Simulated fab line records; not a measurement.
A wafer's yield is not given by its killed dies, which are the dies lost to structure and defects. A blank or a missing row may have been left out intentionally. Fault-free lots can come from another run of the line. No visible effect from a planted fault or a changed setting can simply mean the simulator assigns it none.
fab line records	flow gf180mcu
[record] lots = 11	wafers = 33	lastDay = 34
route steps=602 shown POLY_GATE@175 HV_LDD@196 PSD@257
lots with no fault: from the same line, run without faults
startH: hours from the record's first day to the start of the lot's first wafer shown	waitH: hours from the lot's prior step to this one	" repeats the value in the row above	L1.1+2: a single row standing in for several wafers	- no value, or no start was given	* or withheld: withheld	< > ~ a bound
route shown NAME@n: a module of which the file shows steps, and the number in the route of the first	usual: mean/standard deviation taken from wafers without a fault	same: alike in all rows	chamber/n: place in a boat	sites: each site's reading	_std_site: their standard deviation	_edge_site: inner sites' mean taken away from outer sites' mean	radiusMm: for every site, how far away it sits from the centre of the wafer	mask NAME#n: copy n	behind: the last tool/chamber to shape the wafer	hold: the reason the lot was held/the length of the hold in hours/how it ended	device: transistor that didn't switch, given as n, p or np	end of line: at the end of the route, the tests of the same wafers	a step with no rows: only its recipe	killed: the dies lost at the first sort to structure and to defects; this is not the yield of the wafer	map: dies across one wafer; x = killed, . = not, _ = none there
set.NAME: setting as actually run; set.NAME@STEP: the setting as run at that earlier step	model.NAME: the simulator's own value behind a step, which no gauge read
steps of the route over a sample of lots; a table a step, a row a wafer
services: a tool's chamber out of use, with start hour (startH, from the record's first day; less than 0 if before it), hours out, and reason
[[steps]]
[step GF_POLY_GATE_CD_MEAS_18]
[usual] cdNm = 280.1/2
lot.wafer	tool	chamber	startH	waitH	cdNm
L580.1	cdSem-02	-	221.40	0.1	275.5
L580.2	"	-	"	"	277.4
L580.4	"	-	"	"	278.0
L582.2	cdSem-02	-	234.98	0.1	281.0
L582.4	"	-	"	"	281.6
L582.6	"	-	"	"	283.1
L583.3	cdSem-01	-	245.52	0.1	276.0
L583.5	"	-	"	"	278.6
L583.6	"	-	"	"	276.2
L584.2	cdSem-01	-	251.11	0.1	279.3
L584.3	"	-	"	"	279.9
L584.6	"	-	"	"	280.5
L585.1	cdSem-01	-	256.16	0.1	280.6
L585.2	"	-	"	"	280.1
L585.5	"	-	"	"	281.5
L586.4	cdSem-02	-	261.01	0.1	278.9
L586.5	"	-	"	"	280.3
L586.6	"	-	"	"	277.7
L595.1	cdSem-02	-	328.08	0.1	279.8
L595.3	"	-	"	"	277.4
L595.4	"	-	"	"	278.6
L597.1	cdSem-02	-	339.98	0.1	278.5
L597.2	"	-	"	"	280.4
L597.5	"	-	"	"	282.6
L598.2	cdSem-02	-	347.81	0.1	283.9
L598.3	"	-	"	"	280.3
L598.6	"	-	"	"	279.2
L599.1	cdSem-01	-	367.23	0.1	281.0
L599.4	"	-	"	"	283.7
L599.6	"	-	"	"	281.6
L600.2	cdSem-02	-	369.61	0.1	277.7
L600.5	"	-	"	"	280.5
L600.6	"	-	"	"	278.1
[step GF_HV_LDD_OVL_MEAS_20]
[usual] HV_LDD_01_OVL = 0.4/1.4
lot.wafer	tool	chamber	startH	waitH	HV_LDD_01_OVL[nm]
L580.1	overlay-01	-	258.10	0.1	2.0
L580.2	"	-	"	"	2.1
L580.4	"	-	"	"	0.1
L582.2	overlay-02	-	272.81	0.1	0.7
L582.4	"	-	"	"	-0.7
L582.6	"	-	"	"	-2.3
L583.3	overlay-02	-	284.35	0.1	1.0
L583.5	"	-	"	"	1.5
L583.6	"	-	"	"	1.4
L584.2	overlay-02	-	289.46	0.1	1.4
L584.3	"	-	"	"	-0.5
L584.6	"	-	"	"	0.1
L585.1	overlay-02	-	295.32	0.1	-0.7
L585.2	"	-	"	"	1.6
L585.5	"	-	"	"	1.0
L586.4	overlay-02	-	300.09	0.1	1.3
L586.5	"	-	"	"	4.2
L586.6	"	-	"	"	3.5
L595.1	overlay-02	-	372.11	0.1	1.8
L595.3	"	-	"	"	1.3
L595.4	"	-	"	"	1.9
L597.1	overlay-02	-	384.11	0.1	-0.6
L597.2	"	-	"	"	-1.4
L597.5	"	-	"	"	-0.3
L598.2	overlay-02	-	392.97	0.1	0.9
L598.3	"	-	"	"	-0.6
L598.6	"	-	"	"	-0.1
L599.1	overlay-01	-	412.61	0.1	0.8
L599.4	"	-	"	"	3.1
L599.6	"	-	"	"	2.2
L600.2	overlay-01	-	415.97	0.1	0.8
L600.5	"	-	"	"	-2.1
L600.6	"	-	"	"	1.6
[step GF_HV_LDD_STRIP_37]
[recipe] chemistry = O2/N2	powerW = 1400	pressureMtorr = 1500	platenTempC = 250	o2FlowSccm = 3000	n2FlowSccm = 300	overashFraction = 0.5
[usual] drypumpMotorCurrentA = 5.8/0.41	heaterPowerW = 326/31	oesProductAu = 0.716/0.0046	stripTimeToEndpointS = 12.627/0.029
lot.wafer	tool	chamber	startH	waitH	drypumpMotorCurrentA	heaterPowerW	oesProductAu	rfHoursCounterH	stripTimeToEndpointS
L580.1	plasmaAsher-03	1	278.69	0.1	5.6	337	0.712	17	12.624
L580.2	"	0	"	"	5.8	327	0.718	17	12.636
L580.4	"	1	"	"	5.5	341	0.712	-	12.588
L582.2	plasmaAsher-01	1	293.81	0.1	5.8	308	0.726	65	12.620
L582.4	"	1	"	"	5.9	315	0.713	-	12.647
L582.6	"	1	"	"	5.8	301	0.715	-	12.657
L583.3	plasmaAsher-04	1	305.74	0.1	5.8	280	0.716	-	12.598
L583.5	"	1	"	"	5.8	285	0.704	-	12.661
L583.6	"	0	"	"	5.2	330	0.709	-	12.656
L584.2	plasmaAsher-01	1	310.41	0.1	5.9	305	0.717	66	12.661
L584.3	"	1	"	"	5.8	297	0.718	-	12.632
L584.6	"	1	"	"	5.8	307	0.723	-	12.673
L585.1	plasmaAsher-01	1	317.09	0.1	5.9	304	0.727	67	12.669
L585.2	"	0	"	"	6.5	382	0.710	67	12.647
L585.5	"	1	"	"	5.9	298	0.713	-	12.637
L586.4	plasmaAsher-03	1	321.03	0.1	5.5	339	0.720	-	12.667
L586.5	"	0	"	"	5.8	327	0.718	-	12.624
L586.6	"	1	"	"	5.6	335	0.717	-	12.605
L595.1	plasmaAsher-04	1	395.45	0.1	5.8	282	0.720	80	12.653
L595.3	"	1	"	"	5.8	274	0.717	-	12.624
L595.4	"	0	"	"	5.2	328	0.715	-	12.629
L597.1	plasmaAsher-03	1	408.64	0.1	5.6	347	0.713	28	12.591
L597.2	"	0	"	"	5.8	325	0.721	28	12.611
L597.5	"	0	"	"	5.8	319	0.714	-	12.656
L598.2	plasmaAsher-03	0	417.18	0.1	5.8	334	0.710	29	12.627
L598.3	"	1	"	"	5.6	343	0.716	-	12.625
L598.6	"	0	"	"	5.8	320	0.720	-	12.573
L599.1	plasmaAsher-04	0	437.59	0.1	5.2	312	0.720	85	12.636
L599.4	"	0	"	"	5.2	318	0.721	-	12.627
L599.6	"	0	"	"	5.2	319	0.716	-	12.627
L600.2	plasmaAsher-01	1	440.98	0.1	5.8	320	0.712	1	12.638
L600.5	"	0	"	"	6.5	361	0.718	-	12.670
L600.6	"	1	"	"	5.8	309	0.723	-	12.636
[step GF_PSD_IMPLANT_09]
[recipe] species = BF2	energyKev = 40	doseCm2 = 1.5e+15	tiltDeg = 7
[usual] beamEnergyKeV = 40.000/0.011
lot.wafer	tool	chamber	startH	waitH	beamEnergyKeV
L580.1	implanter-01	0	343.66	0.0	39.995
L580.2	"	0	"	"	39.991
L580.4	"	0	"	"	40.000
L582.2	implanter-01	0	362.07	0.0	40.002
L582.4	"	0	"	"	40.010
L582.6	"	0	"	"	40.005
L583.3	implanter-01	0	373.01	0.1	40.003
L583.5	"	0	"	"	39.995
L583.6	"	0	"	"	39.992
L584.2	implanter-02	0	379.13	0.0	39.991
L584.3	"	0	"	"	39.996
L584.6	"	0	"	"	40.026
L585.1	implanter-01	0	386.25	0.0	48.959
L585.2	"	0	"	"	48.935
L585.5	"	0	"	"	48.933
L586.4	implanter-01	0	391.84	0.1	48.939
L586.5	"	0	"	"	48.934
L586.6	"	0	"	"	48.945
L595.1	implanter-04	0	471.11	0.0	39.988
L595.3	"	0	"	"	39.992
L595.4	"	0	"	"	40.000
L597.1	implanter-01	0	484.16	0.0	39.999
L597.2	"	0	"	"	40.007
L597.5	"	0	"	"	40.008
L598.2	implanter-04	0	493.43	0.0	40.020
L598.3	"	0	"	"	39.993
L598.6	"	0	"	"	39.999
L599.1	implanter-04	0	513.49	0.0	40.011
L599.4	"	0	"	"	40.010
L599.6	"	0	"	"	39.996
L600.2	implanter-04	0	516.86	0.0	39.989
L600.5	"	0	"	"	39.975
L600.6	"	0	"	"	39.973
[step GF_PSD_STRIP_10]
[recipe] chemistry = O2/N2	powerW = 1400	pressureMtorr = 1500	platenTempC = 250	o2FlowSccm = 3000	n2FlowSccm = 300	overashFraction = 0.5
[usual] drypumpMotorCurrentA = 5.8/0.35	heaterPowerW = 344/29	oesProductAu = 0.592/0.0047	stripTimeToEndpointS = 16.53/0.04
lot.wafer	tool	chamber	startH	waitH	drypumpMotorCurrentA	heaterPowerW	oesProductAu	rfHoursCounterH	stripTimeToEndpointS
L580.1	plasmaAsher-02	1	343.81	0.1	5.4	389	0.591	58	16.51
L580.2	"	0	"	"	5.7	324	0.588	58	16.55
L580.4	"	1	"	"	5.4	388	0.587	-	16.56
L582.2	plasmaAsher-02	1	362.19	0.1	5.4	377	0.595	60	16.53
L582.4	"	0	"	"	5.7	313	0.602	-	16.53
L582.6	"	0	"	"	5.7	320	0.602	-	16.57
L583.3	plasmaAsher-02	0	373.14	0.1	5.7	321	0.584	-	16.54
L583.5	"	1	"	"	5.5	375	0.590	-	16.62
L583.6	"	0	"	"	5.7	323	0.598	-	16.61
L584.2	plasmaAsher-01	1	379.25	0.1	5.9	300	0.584	74	16.52
L584.3	"	0	"	"	6.6	372	0.590	-	16.52
L584.6	"	0	"	"	6.5	379	0.593	-	16.53
L585.1	plasmaAsher-01	1	386.40	0.1	5.8	306	0.564	75	17.38
L585.2	"	0	"	"	6.5	372	0.578	75	17.37
L585.5	"	1	"	"	5.8	313	0.572	-	17.35
L586.4	plasmaAsher-02	0	391.94	0.1	5.7	323	0.570	-	17.43
L586.5	"	0	"	"	5.7	320	0.577	-	17.41
L586.6	"	1	"	"	5.5	377	0.575	-	17.41
L595.1	plasmaAsher-03	1	471.26	0.1	5.6	346	0.587	35	16.49
L595.3	"	1	"	"	5.6	346	0.590	-	16.53
L595.4	"	0	"	"	5.8	329	0.592	-	16.54
L597.1	plasmaAsher-01	0	484.31	0.1	6.5	360	0.587	5	16.48
L597.2	"	1	"	"	5.8	316	0.586	5	16.50
L597.5	"	1	"	"	5.9	309	0.588	-	16.53
L598.2	plasmaAsher-01	1	493.55	0.1	5.8	315	0.601	6	16.49
L598.3	"	0	"	"	6.5	363	0.592	-	16.47
L598.6	"	0	"	"	6.5	375	0.585	-	16.48
L599.1	plasmaAsher-03	1	513.64	0.1	5.6	341	0.586	40	16.50
L599.4	"	0	"	"	5.8	320	0.588	-	16.59
L599.6	"	0	"	"	5.7	322	0.588	-	16.50
L600.2	plasmaAsher-01	1	516.99	0.1	5.8	316	0.590	9	16.52
L600.5	"	1	"	"	5.8	316	0.590	-	16.52
L600.6	"	0	"	"	6.5	354	0.590	-	16.50
[step GF_PSD_TW_MEAS_11]
[usual] PSD_TW = 3158/38
lot.wafer	tool	chamber	startH	waitH	PSD_TW
L580.1	filmMetro-04	-	343.91	0.1	3117
L580.2	"	-	"	"	3131
L580.4	"	-	"	"	3127
L582.2	filmMetro-04	-	362.30	0.1	3146
L582.4	"	-	"	"	3150
L582.6	"	-	"	"	3159
L583.3	filmMetro-02	-	373.23	0.1	3246
L583.5	"	-	"	"	3239
L583.6	"	-	"	"	3254
L584.2	filmMetro-04	-	379.36	0.1	3171
L584.3	"	-	"	"	3144
L584.6	"	-	"	"	3164
L585.1	filmMetro-02	-	386.50	0.1	3373
L585.2	"	-	"	"	3394
L585.5	"	-	"	"	3414
L586.4	filmMetro-01	-	392.04	0.1	3374
L586.5	"	-	"	"	3344
L586.6	"	-	"	"	3344
L595.1	filmMetro-04	-	471.36	0.1	3111
L595.3	"	-	"	"	3142
L595.4	"	-	"	"	3117
L597.1	filmMetro-01	-	484.41	0.1	3130
L597.2	"	-	"	"	3119
L597.5	"	-	"	"	3129
L598.2	filmMetro-04	-	493.66	0.1	3117
L598.3	"	-	"	"	3117
L598.6	"	-	"	"	3097
L599.1	filmMetro-01	-	513.74	0.1	3137
L599.4	"	-	"	"	3136
L599.6	"	-	"	"	3141
L600.2	filmMetro-02	-	517.10	0.1	3196
L600.5	"	-	"	"	3181
L600.6	"	-	"	"	3200
[step GF_PSD_RS_MEAS_15]
[recipe] thkMeasGauge = four-point-probe
[usual] PSD_RS = 108.48/0.27
lot.wafer	tool	chamber	startH	waitH	PSD_RS[ohm/sq]
L580.1	filmMetro-02	-	344.22	0.1	108.40
L580.2	"	-	"	"	108.80
L580.4	"	-	"	"	108.56
L582.2	filmMetro-01	-	362.63	0.1	108.37
L582.4	"	-	"	"	108.27
L582.6	"	-	"	"	108.13
L583.3	filmMetro-02	-	373.56	0.1	108.26
L583.5	"	-	"	"	108.09
L583.6	"	-	"	"	108.08
L584.2	filmMetro-01	-	379.69	0.1	108.27
L584.3	"	-	"	"	108.76
L584.6	"	-	"	"	108.45
L585.1	filmMetro-01	-	386.82	0.1	100.23
L585.2	"	-	"	"	100.34
L585.5	"	-	"	"	100.33
L586.4	filmMetro-04	-	392.38	0.1	99.80
L586.5	"	-	"	"	100.01
L586.6	"	-	"	"	100.20
L595.1	filmMetro-02	-	471.67	0.1	108.18
L595.3	"	-	"	"	108.44
L595.4	"	-	"	"	108.25
L597.1	filmMetro-04	-	484.72	0.1	108.65
L597.2	"	-	"	"	108.85
L597.5	"	-	"	"	108.62
L598.2	filmMetro-02	-	494.04	0.1	108.46
L598.3	"	-	"	"	108.40
L598.6	"	-	"	"	108.49
L599.1	filmMetro-01	-	514.12	0.1	108.65
L599.4	"	-	"	"	108.56
L599.6	"	-	"	"	108.93
L600.2	filmMetro-02	-	517.43	0.1	108.60
L600.5	"	-	"	"	108.20
L600.6	"	-	"	"	108.31
[[services]]
tool	chamber	startH	hours	kind
plasmaAsher-03	-	280.49	16.2	pm
plasmaAsher-02	-	340.45	2.7	repair
plasmaAsher-03	-	360.69	10.0	repair
plasmaAsher-02	-	380.05	0.6	repair
plasmaAsher-03	-	381.80	1.7	repair
plasmaAsher-02	-	382.30	1.6	repair
implanter-04	-	389.88	2.9	repair
implanter-04	-	396.34	3.8	pm
implanter-02	-	410.59	5.2	repair
plasmaAsher-01	-	421.25	9.0	pm
plasmaAsher-01	0	421.25	9.0	ventCycle
plasmaAsher-01	1	421.25	9.0	ventCycle
plasmaAsher-01	0	430.25	-	clean
plasmaAsher-01	1	430.25	-	clean
implanter-01	-	450.55	4.5	pm
plasmaAsher-04	-	506.05	14.6	pm
plasmaAsher-01	-	511.69	2.8	pm
[[key]]
[firstSign] step = GF_PSD_IMPLANT_09	reading = beamEnergyKeV	direction = up	sigmas = 99+	usual = 40.000	struck = 48.941
[effect] step = GF_PSD_STRIP_10	reading = stripTimeToEndpointS	direction = up	sigmas = 22	usual = *	struck = *
[effect] step = GF_PSD_TW_MEAS_11	reading = PSD_TW	direction = up	sigmas = 5.7	usual = 3158	struck = 3374
[effect] step = GF_PSD_RS_MEAS_15	reading = PSD_RS	direction = down	sigmas = 31	usual = 108.48	struck = 100.15
metAt GF_PSD_IMPLANT_09
struckLots L585,L586
testerLeftOut L585,L586
notActingAt GF_POLY_GATE_CD_MEAS_18,GF_HV_LDD_OVL_MEAS_20,GF_HV_LDD_STRIP_37
onsetBetween 373.01 386.25
[fault] kind = processParameterDrift	tool = implanter-01	chamber = -	onsetH = 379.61	steps = GF_PSD_IMPLANT_09	channel = energyKev	offset = 8.9479	shape = step	endH = 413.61	actsIn = theseRecipesOnly	stated = 40
// testerLeftOut: of these lots the tester's yield and bins aren't shown, on N5 and GAA mostly nor the transistor test; their killed dies are dies lost to structure and defects alone, not to doping, threshold or leakage, so they don't give the yield
